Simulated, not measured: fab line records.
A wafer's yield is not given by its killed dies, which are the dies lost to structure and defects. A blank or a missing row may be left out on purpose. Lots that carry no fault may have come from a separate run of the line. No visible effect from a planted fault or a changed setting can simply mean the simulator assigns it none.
Matching of chambers -- flow sky130 -- SKY_CONTACT_CVD_00 on pecvd-01 has 3 sister chambers
The step deposits Si3N4, target thk 75 nm. 6 wafers are shown with their chamber, then 7 later ones without.

## EACH WAFER AND ITS CHAMBER
wafer,chamber,heater_power_w (W)
L819.1,0,687
L820.1,1,728
L824.4,0,696
L824.5,1,756
L825.3,2,910
L825.5,2,914

## WAFERS WHOSE CHAMBER IS MISSING
wafer,heater_power_w (W)
L825.6,853
L827.1,824
L827.4,829
L827.5,945
L829.1,765
L829.2,935
L829.3,838

## WHICH CHAMBER EACH WENT THROUGH
wafer,from the rows above,in truth
L825.6,2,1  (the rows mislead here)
L827.1,can't be placed: 1 or 2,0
L827.4,can't be placed: 2 or 1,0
L827.5,2,2
L829.1,1,1
L829.2,2,2
L829.3,can't be placed: 2 or 1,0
Correctly placed: 3 of 7. Cannot be placed on the basis of these rows: 3; the candidates contain the true chamber in 0. Number placed wrongly: 1.
How it was worked out, from the rows above alone: a wafer's distance from a chamber is the root of the sum, over the readings, of the square of ((its reading less the chamber's mean) divided by the reading's scatter). The wafer belongs to the nearest chamber; if the next one is less than 2 further off, it can't be placed. For every chamber, the mean is computed from those of its wafers that are shown. How the scatter is found: for the shown wafers, subtract from each reading the mean of its chamber, square and add these, divide the total by (wafers less chambers), then take the root.
